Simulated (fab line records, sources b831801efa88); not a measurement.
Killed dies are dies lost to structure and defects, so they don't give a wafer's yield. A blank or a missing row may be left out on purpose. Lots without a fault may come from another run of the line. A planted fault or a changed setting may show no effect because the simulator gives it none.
fab line records | flow gf180mcu
record lots=24 wafers=72 last_day=34
route steps=602 shown STI@31 MVSD@136 HV_LDD@208 PSD@263 V1@351 M4@462
lots that met no fault: from a run of the same line without faults
start_h: hours from the record's first day to the start of the lot's first wafer shown | wait_h: hours since the lot's step before | " the same as in the row above | L1.1+2: a row that stands for several wafers | - no value, or no start given | * or withheld: withheld | < > ~ a bound
route shown NAME@n: a module of which the file shows steps, and the number in the route of the first | usual: mean/standard deviation of fault-free wafers | same: alike in all rows | chamber/n: place in a boat | sites: the reading at each site | _std_site: their standard deviation | _edge_site: outer sites' mean less inner sites' | radius_mm: how far each site lies from the wafer's centre | mask NAME#n: copy n | behind: the tool/chamber that last shaped the wafer | hold: why the lot was held/for how many hours/how that ended | device: the transistor (n, p or np) that didn't switch | end of line: the same wafers' tests at the end of the route | a step without rows: its recipe alone | killed: dies lost to structure and defects at the first sort, not the wafer's yield | map: a wafer's dies, x killed, . not, _ none there
set.NAME: the setting as run; set.NAME@STEP: as run at that earlier step | model.NAME: the simulator's own value behind a step, which no gauge read
steps of the route over a sample of lots; a table a step, a row a wafer
services: from which hour (start_h, from the record's first day; less than 0 if before it) a tool's chamber was out of use, for how many hours, and why
## steps
# step GF_STI_THK_MEAS_30
# recipe reads=SiO2_of_STI_OXIDATION_29
# usual STI_OXIDATION_02_THK=9.97/0.22
# columns lot.wafer tool chamber start_h wait_h STI_OXIDATION_02_THK[nm]
L074.1 film_metro-02 - 32.97 0.0 9.74
L074.2 " - " " 9.71
L074.4 " - " " 9.85
L075.1 film_metro-03 - 35.21 0.0 9.99
L075.4 " - " " 9.99
L075.6 " - " " 9.95
L076.1 film_metro-03 - 40.38 0.0 10.03
L076.2 " - " " 9.97
L076.4 " - " " 10.06
L077.1 film_metro-03 - 45.24 0.0 9.74
L077.2 " - " " 9.83
L077.4 " - " " 9.79
L078.2 film_metro-03 - 50.15 0.0 9.90
L078.4 " - " " 9.91
L078.5 " - " " 9.92
L079.3 film_metro-02 - 56.59 0.0 10.11
L079.4 " - " " 10.31
L079.5 " - " " 10.21
L080.4 film_metro-04 - 60.40 0.0 10.37
L080.5 " - " " 10.27
L080.6 " - " " 10.17
L081.4 film_metro-02 - 65.54 0.0 9.67
L081.5 " - " " 9.68
L081.6 " - " " 9.71
L082.1 film_metro-02 - 73.22 0.0 9.82
L082.5 " - " " 9.87
L082.6 " - " " 9.75
L083.4 film_metro-04 - 81.76 0.0 9.93
L083.5 " - " " 9.93
L083.6 " - " " 10.02
L084.2 film_metro-03 - 87.55 0.0 10.09
L084.4 " - " " 9.90
L084.6 " - " " 10.35
L085.2 film_metro-02 - 90.50 0.0 10.24
L085.3 " - " " 10.12
L085.4 " - " " 10.18
L086.1 film_metro-04 - 93.48 0.0 10.19
L086.4 " - " " 10.14
L086.5 " - " " 10.26
L087.4 film_metro-03 - 98.33 0.0 10.09
L087.5 " - " " 10.00
L087.6 " - " " 10.13
L088.1 film_metro-02 - 103.98 0.0 10.18
L088.3 " - " " 10.02
L088.4 " - " " 10.09
L089.1 film_metro-03 - 110.48 0.0 10.04
L089.2 " - " " 10.01
L089.4 " - " " 9.95
L091.3 film_metro-03 - 118.82 0.0 9.97
L091.5 " - " " 9.88
L091.6 " - " " 9.87
L090.4 film_metro-04 - 118.83 0.0 10.05
L090.5 " - " " 9.93
L090.6 " - " " 10.04
L092.1 film_metro-03 - 122.88 0.0 9.81
L092.2 " - " " 9.71
L092.3 " - " " 9.71
L093.1 film_metro-02 - 127.52 0.0 10.16
L093.2 " - " " 10.07
L093.4 " - " " 10.24
L094.1 film_metro-03 - 133.75 0.0 10.28
L094.4 " - " " 10.21
L094.5 " - " " 10.21
L095.1 film_metro-03 - 140.13 0.0 10.20
L095.2 " - " " 10.18
L095.6 " - " " 10.10
L096.2 film_metro-04 - 144.83 0.0 9.56
L096.3 " - " " 9.50
L096.4 " - " " 9.46
L097.1 film_metro-04 - 151.51 0.0 10.00
L097.3 " - " " 9.99
L097.4 " - " " 10.09
# step GF_VT_IMPLANT_RS_MEAS_46
# recipe thk_meas_gauge=four-point-probe
# usual MVSD_RS=456.6/1.1
# columns lot.wafer tool chamber start_h wait_h MVSD_RS[ohm/sq]
L074.1 film_metro-04 - 158.46 0.1 456.1
L074.2 " - " " 458.8
L074.4 " - " " 457.7
L075.1 film_metro-04 - 163.71 0.1 457.6
L075.4 " - " " 457.7
L075.6 " - " " 456.8
L076.1 film_metro-03 - 168.06 0.1 456.3
L076.2 " - " " 454.9
L076.4 " - " " 456.3
L077.1 film_metro-03 - 174.19 0.1 456.1
L077.2 " - " " 456.3
L077.4 " - " " 456.3
L078.2 film_metro-04 - 180.58 0.1 456.4
L078.4 " - " " 456.7
L078.5 " - " " 456.7
L079.3 film_metro-01 - 189.20 0.1 456.0
L079.4 " - " " 455.2
L079.5 " - " " 454.2
L080.4 film_metro-01 - 195.07 0.1 455.6
L080.5 " - " " 455.9
L080.6 " - " " 456.3
L081.4 film_metro-03 - 202.90 0.1 456.9
L081.5 " - " " 457.3
L081.6 " - " " 455.7
L082.1 film_metro-03 - 211.71 0.1 456.1
L082.5 " - " " 457.8
L082.6 " - " " 457.4
L083.4 film_metro-04 - 221.76 0.1 457.4
L083.5 " - " " 456.9
L083.6 " - " " 457.2
L084.2 film_metro-03 - 232.43 0.1 456.1
L084.4 " - " " 456.3
L084.6 " - " " 456.6
L085.2 film_metro-03 - 236.51 0.1 457.8
L085.3 " - " " 455.3
L085.4 " - " " 456.7
L086.1 film_metro-01 - 238.09 0.1 454.4
L086.4 " - " " 455.0
L086.5 " - " " 455.6
L087.4 film_metro-04 - 247.21 0.1 456.3
L087.5 " - " " 456.4
L087.6 " - " " 457.7
L088.1 film_metro-04 - 253.71 0.1 457.6
L088.3 " - " " 457.9
L088.4 " - " " 457.1
L089.1 film_metro-04 - 259.92 0.1 458.2
L089.2 " - " " 456.6
L089.4 " - " " 455.1
L091.3 film_metro-01 - 273.84 0.1 454.1
L091.5 " - " " 455.9
L091.6 " - " " 456.9
L090.4 film_metro-04 - 274.16 0.1 457.1
L090.5 " - " " 457.7
L090.6 " - " " 456.3
L092.1 film_metro-04 - 278.30 0.1 459.0
L092.2 " - " " 458.5
L092.3 " - " " 457.3
L093.1 film_metro-03 - 284.51 0.2 457.3
L093.2 " - " " 455.9
L093.4 " - " " 456.4
L094.1 film_metro-04 - 292.24 0.2 454.9
L094.4 " - " " 455.5
L094.5 " - " " 455.7
L095.1 film_metro-01 - 300.36 0.1 455.8
L095.2 " - " " 457.4
L095.6 " - " " 456.2
L096.2 film_metro-03 - 307.87 0.1 455.5
L096.3 " - " " 456.3
L096.4 " - " " 455.6
L097.1 film_metro-04 - 317.34 0.1 457.3
L097.3 " - " " 459.4
L097.4 " - " " 457.0
# step GF_HV_LDD_OVL_MEAS_32
# usual HV_LDD_02_OVL=1.4/1.5
# columns lot.wafer tool chamber start_h wait_h HV_LDD_02_OVL[nm]
L074.1 overlay-01 - 254.77 0.1 3.9
L074.2 " - " " 2.3
L074.4 " - " " 4.0
L075.1 overlay-02 - 259.56 0.1 -0.9
L075.4 " - " " -1.1
L075.6 " - " " 1.1
L076.1 overlay-02 - 264.77 0.1 3.0
L076.2 " - " " 0.0
L076.4 " - " " 0.6
L077.1 overlay-02 - 270.87 0.1 0.8
L077.2 " - " " 0.9
L077.4 " - " " -0.4
L078.2 overlay-01 - 280.43 0.1 1.6
L078.4 " - " " 1.9
L078.5 " - " " -0.1
L079.3 overlay-01 - 290.12 0.1 1.7
L079.4 " - " " 0.2
L079.5 " - " " -0.2
L080.4 overlay-01 - 299.24 0.1 0.9
L080.5 " - " " 1.2
L080.6 " - " " -0.2
L081.4 overlay-01 - 302.78 0.1 2.1
L081.5 " - " " 2.1
L081.6 " - " " 0.7
L082.1 overlay-01 - 315.76 0.1 1.1
L082.5 " - " " 1.3
L082.6 " - " " 1.0
L083.4 overlay-01 - 330.54 0.1 2.0
L083.5 " - " " 2.1
L083.6 " - " " 0.6
L084.2 overlay-01 - 341.67 0.1 1.9
L084.4 " - " " 0.9
L084.6 " - " " -0.8
L085.2 overlay-02 - 343.52 0.1 0.8
L085.3 " - " " -0.9
L085.4 " - " " 0.5
L086.1 overlay-01 - 344.77 0.1 2.5
L086.4 " - " " 3.3
L086.5 " - " " 0.0
L087.4 overlay-01 - 356.04 0.1 1.6
L087.5 " - " " 0.7
L087.6 " - " " 2.0
L088.1 overlay-02 - 366.72 0.1 -0.5
L088.3 " - " " -0.7
L088.4 " - " " -1.5
L089.1 overlay-01 - 373.86 0.1 1.4
L089.2 " - " " 0.5
L089.4 " - " " 2.0
L091.3 overlay-01 - 386.53 0.1 3.8
L091.5 " - " " 3.9
L091.6 " - " " 5.5
L090.4 overlay-02 - 388.68 0.1 0.5
L090.5 " - " " 0.6
L090.6 " - " " 0.2
L092.1 overlay-01 - 392.67 0.1 -1.9
L092.2 " - " " 1.3
L092.3 " - " " 0.5
L093.1 overlay-01 - 403.71 0.1 2.3
L093.2 " - " " 0.2
L093.4 " - " " 2.4
L094.1 overlay-01 - 415.67 0.1 2.5
L094.4 " - " " 1.0
L094.5 " - " " 2.0
L095.1 overlay-02 - 425.20 0.1 1.3
L095.2 " - " " 0.9
L095.6 " - " " 1.6
L096.2 overlay-01 - 435.53 0.1 4.1
L096.3 " - " " 3.3
L096.4 " - " " 1.9
L097.1 overlay-01 - 445.52 0.1 1.9
L097.3 " - " " 3.2
L097.4 " - " " 2.4
# step GF_PSD_RS_MEAS_15
# recipe thk_meas_gauge=four-point-probe
# usual PSD_RS=108.60/0.29
# columns lot.wafer tool chamber start_h wait_h PSD_RS[ohm/sq]
L074.1 film_metro-01 - 319.58 0.1 108.44
L074.2 " - " " 108.43
L074.4 " - " " 108.35
L075.1 film_metro-02 - 327.83 0.1 108.44
L075.4 " - " " 108.62
L075.6 " - " " 108.39
L076.1 film_metro-01 - 333.33 0.1 108.37
L076.2 " - " " 108.22
L076.4 " - " " 108.37
L077.1 film_metro-01 - 337.37 0.1 108.71
L077.2 " - " " 108.18
L077.4 " - " " 108.66
L078.2 film_metro-03 - 350.40 0.1 108.87
L078.4 " - " " 108.31
L078.5 " - " " 108.46
L079.3 film_metro-01 - 358.27 0.1 108.50
L079.4 " - " " 108.38
L079.5 " - " " 108.51
L080.4 film_metro-01 - 366.59 0.1 108.51
L080.5 " - " " 109.03
L080.6 " - " " 108.65
L081.4 film_metro-03 - 369.53 0.1 109.24
L081.5 " - " " 108.90
L081.6 " - " " 108.46
L082.1 film_metro-02 - 383.58 0.1 108.64
L082.5 " - " " 108.85
L082.6 " - " " 108.43
L083.4 film_metro-01 - 400.18 0.1 108.47
L083.5 " - " " 108.49
L083.6 " - " " 108.35
L084.2 film_metro-03 - 412.14 0.1 108.90
L084.4 " - " " 108.97
L084.6 " - " " 109.27
L085.2 film_metro-02 - 414.34 0.1 108.27
L085.3 " - " " 108.11
L085.4 " - " " 108.35
L086.1 film_metro-01 - 415.69 0.1 108.25
L086.4 " - " " 108.58
L086.5 " - " " 108.25
L087.4 film_metro-02 - 428.89 0.1 108.55
L087.5 " - " " 108.51
L087.6 " - " " 108.50
L088.1 film_metro-02 - 440.22 0.1 108.76
L088.3 " - " " 108.48
L088.4 " - " " 108.27
L089.1 film_metro-02 - 449.57 0.1 108.53
L089.2 " - " " 108.98
L089.4 " - " " 108.45
L091.3 film_metro-03 - 461.46 0.1 108.77
L091.5 " - " " 108.23
L091.6 " - " " 108.62
L090.4 film_metro-03 - 463.79 0.1 109.07
L090.5 " - " " 108.96
L090.6 " - " " 108.74
L092.1 film_metro-02 - 471.07 0.1 109.04
L092.2 " - " " 108.78
L092.3 " - " " 108.83
L093.1 film_metro-02 - 481.67 0.1 108.48
L093.2 " - " " 108.32
L093.4 " - " " 108.06
L094.1 film_metro-03 - 492.93 0.1 108.88
L094.4 " - " " 109.13
L094.5 " - " " 108.79
L095.1 film_metro-02 - 501.47 0.1 109.06
L095.2 " - " " 109.04
L095.6 " - " " 108.65
L096.2 film_metro-01 - 511.74 0.1 108.09
L096.3 " - " " 108.38
L096.4 " - " " 108.09
L097.1 film_metro-02 - 520.54 0.1 108.68
L097.3 " - " " 108.55
L097.4 " - " " 108.87
# step GF_V1_ETCH_16
# recipe chemistry=N2/H2 target_depth_a=withheld overetch_a=withheld time_s=withheld target=BARC ion_energy_ev=200 source_w=500 bias_w=100 pressure_mtorr=30 n2_flow_sccm=100 h2_flow_sccm=200
# usual drypump_motor_current_A=5.6/0.38 oes_product_au=0.855/0.0046 throttle_valve_pct=13.225/0.0091
# columns lot.wafer tool chamber start_h wait_h drypump_motor_current_A oes_product_au throttle_valve_pct
L074.1 rie_diel-03 1 411.71 0.0 5.1 0.848 13.213
L074.2 " 2 " " 5.3 0.857 13.234
L074.4 " 0 " " 5.3 0.856 13.223
L075.1 rie_diel-04 1 420.46 0.0 5.6 0.858 13.228
L075.4 " 2 " " 5.8 0.858 13.231
L075.6 " 1 " " 5.6 0.862 13.238
L076.1 rie_diel-01 2 425.46 0.0 6.3 0.850 13.220
L076.2 " 3 " " 6.4 0.852 13.233
L076.4 " 1 " " 6.0 0.844 13.227
L077.1 rie_diel-01 2 431.41 0.0 6.3 0.863 13.221
L077.2 " 0 " " 5.8 0.857 13.232
L077.4 " 1 " " 6.0 0.847 13.213
L078.2 rie_diel-03 1 446.81 0.0 5.1 0.858 13.226
L078.4 " 2 " " 5.3 0.862 13.237
L078.5 " 2 " " 5.3 0.855 13.220
L079.3 rie_diel-04 1 455.21 0.0 5.6 0.859 13.208
L079.4 " 2 " " 5.7 0.854 13.226
L079.5 " 3 " " 5.5 0.853 13.223
L080.4 rie_diel-03 3 463.73 0.0 5.4 0.858 13.224
L080.5 " 2 " " 5.3 0.855 13.228
L080.6 " 1 " " 5.0 0.856 13.218
L081.4 rie_diel-04 3 468.20 0.0 5.5 0.848 13.238
L081.5 " 0 " " 5.5 0.857 13.225
L081.6 " 1 " " 5.6 0.853 13.226
L082.1 rie_diel-03 2 483.40 0.0 5.3 0.853 13.234
L082.5 " 1 " " 5.1 0.859 13.227
L082.6 " 0 " " 5.3 0.851 13.226
L083.4 rie_diel-01 2 500.65 0.0 6.3 0.851 13.220
L083.5 " 0 " " 5.8 0.854 13.230
L083.6 " 3 " " 6.4 0.855 13.229
L084.2 rie_diel-03 3 511.50 0.0 5.4 0.857 13.214
L084.4 " 0 " " 5.3 0.849 13.244
L084.6 " 0 " " 5.3 0.858 13.227
L085.2 rie_diel-03 0 513.76 0.0 5.3 0.846 13.229
L085.3 " 3 " " 5.4 0.850 13.235
L085.4 " 2 " " 5.3 0.853 13.241
L086.1 rie_diel-04 3 518.50 0.0 5.5 0.863 13.231
L086.4 " 0 " " 5.5 0.863 13.236
L086.5 " 2 " " 5.8 0.856 13.221
L087.4 rie_diel-01 0 529.97 0.0 5.9 0.848 13.244
L087.5 " 3 " " 6.4 0.856 13.220
L087.6 " 1 " " 6.0 0.853 13.227
L088.1 rie_diel-03 0 539.85 0.0 5.3 0.854 13.228
L088.3 " 2 " " 5.3 0.849 13.212
L088.4 " 3 " " 5.4 0.854 13.221
L089.1 rie_diel-01 0 549.00 0.0 5.8 0.859 13.234
L089.2 " 1 " " 6.0 0.850 13.221
L089.4 " 2 " " 6.3 0.851 13.213
L091.3 rie_diel-04 3 559.11 0.0 5.5 0.854 13.226
L091.5 " 0 " " 5.5 0.855 13.209
L091.6 " 1 " " 5.6 0.862 13.217
L090.4 rie_diel-04 3 561.26 0.0 5.5 0.853 13.225
L090.5 " 1 " " 5.6 0.865 13.218
L090.6 " 2 " " 5.8 0.855 13.226
L092.1 rie_diel-01 3 568.15 0.0 6.4 0.852 13.219
L092.2 " 0 " " 5.8 0.849 13.238
L092.3 " 1 " " 6.0 0.857 13.225
L093.1 rie_diel-03 2 577.30 0.0 5.2 0.855 13.206
L093.2 " 3 " " 5.4 0.856 13.226
L093.4 " 1 " " 5.1 0.851 13.227
L094.1 rie_diel-03 1 586.66 0.0 5.1 0.861 13.238
L094.4 " 0 " " 5.3 0.854 13.215
L094.5 " 3 " " 5.4 0.856 13.208
L095.1 rie_diel-01 0 594.51 0.0 5.8 0.861 13.235
L095.2 " 3 " " 6.4 0.862 13.223
L095.6 " 0 " " 5.8 0.853 13.224
L096.2 rie_diel-03 1 602.26 0.0 5.1 0.854 13.223
L096.3 " 0 " " 5.3 0.854 13.241
L096.4 " 3 " " 5.4 0.857 13.228
L097.1 rie_diel-04 3 610.00 0.0 5.5 0.850 13.222
L097.3 " 1 " " 5.6 0.859 13.227
L097.4 " 0 " " 5.5 0.851 13.228
# step GF_M4_THK_MEAS_06
# recipe thk_meas_gauge=xrf reads=AlCu_of_M4_SPUTTER_02
# usual M4_ALCU_THK=453/4.9
# columns lot.wafer tool chamber start_h wait_h M4_ALCU_THK[nm]
L074.1 film_metro-02 - 515.08 0.1 452
L074.2 " - " " 456
L074.4 " - " " 453
L075.1 film_metro-01 - 523.86 0.1 456
L075.4 " - " " 451
L075.6 " - " " 452
L076.1 film_metro-02 - 527.97 0.1 456
L076.2 " - " " 457
L076.4 " - " " 461
L077.1 film_metro-02 - 534.89 0.1 456
L077.2 " - " " 461
L077.4 " - " " 459
L078.2 film_metro-04 - 548.18 0.1 449
L078.4 " - " " 459
L078.5 " - " " 449
L079.3 film_metro-02 - 557.05 0.1 460
L079.4 " - " " 463
L079.5 " - " " 459
L080.4 film_metro-02 - 565.48 0.1 459
L080.5 " - " " 456
L080.6 " - " " 458
L081.4 film_metro-02 - 569.09 0.1 446
L081.5 " - " " 447
L081.6 " - " " 451
L082.1 film_metro-04 - 581.41 0.1 453
L082.5 " - " " 450
L082.6 " - " " 450
L083.4 film_metro-02 - 598.29 0.1 449
L083.5 " - " " 453
L083.6 " - " " 450
L084.2 film_metro-01 - 607.08 0.1 447
L084.4 " - " " 446
L084.6 " - " " 446
L085.2 film_metro-04 - 609.42 0.1 456
L085.3 " - " " 454
L085.4 " - " " 453
L086.1 film_metro-01 - 610.69 0.1 454
L086.4 " - " " 445
L086.5 " - " " 448
L087.4 film_metro-04 - 621.77 0.1 447
L087.5 " - " " 448
L087.6 " - " " 449
L088.1 film_metro-02 - 632.88 0.1 457
L088.3 " - " " 455
L088.4 " - " " 460
L089.1 film_metro-04 - 640.64 0.1 450
L089.2 " - " " 447
L089.4 " - " " 448
L091.3 film_metro-04 - 648.02 0.1 453
L091.5 " - " " 457
L091.6 " - " " 460
L090.4 film_metro-04 - 652.52 0.1 451
L090.5 " - " " 449
L090.6 " - " " 451
L092.1 film_metro-02 - 656.46 0.1 452
L092.2 " - " " 452
L092.3 " - " " 458
L093.1 film_metro-01 - 664.78 0.1 457
L093.2 " - " " 451
L093.4 " - " " 455
L094.1 film_metro-01 - 674.45 0.1 453
L094.4 " - " " 451
L094.5 " - " " 449
L095.1 film_metro-01 - 680.83 0.1 460
L095.2 " - " " 454
L095.6 " - " " 455
L096.2 film_metro-02 - 687.44 0.1 463
L096.3 " - " " 455
L096.4 " - " " 458
L097.1 film_metro-02 - 695.57 0.1 452
L097.3 " - " " 448
L097.4 " - " " 444
## services
# columns tool chamber start_h hours kind
rie_diel-04 1 392.36 - clean
rie_diel-04 1 392.36 16.8 scheduled_down
rie_diel-04 1 392.36 16.8 vent_cycle
rie_diel-03 3 398.25 - clean
rie_diel-03 3 398.25 21.9 scheduled_down
rie_diel-03 3 398.25 21.9 vent_cycle
rie_diel-04 0 423.22 34.8 repair
rie_diel-01 3 438.78 2.8 repair
rie_diel-04 2 451.84 1.5 repair
rie_diel-03 2 465.68 - clean
rie_diel-03 2 465.68 14.0 scheduled_down
rie_diel-03 2 465.68 14.0 vent_cycle
rie_diel-04 - 472.34 1.3 repair
rie_diel-04 0 484.27 2.2 repair
rie_diel-01 2 519.13 11.5 repair
rie_diel-03 2 521.72 6.9 repair
rie_diel-04 0 537.47 7.1 repair
rie_diel-03 1 562.41 9.7 repair
rie_diel-04 0 570.75 5.3 repair
rie_diel-04 1 580.93 27.4 repair
rie_diel-01 1 595.88 - clean
rie_diel-01 1 595.88 17.6 scheduled_down
rie_diel-01 1 595.88 17.6 vent_cycle
## key
fault none
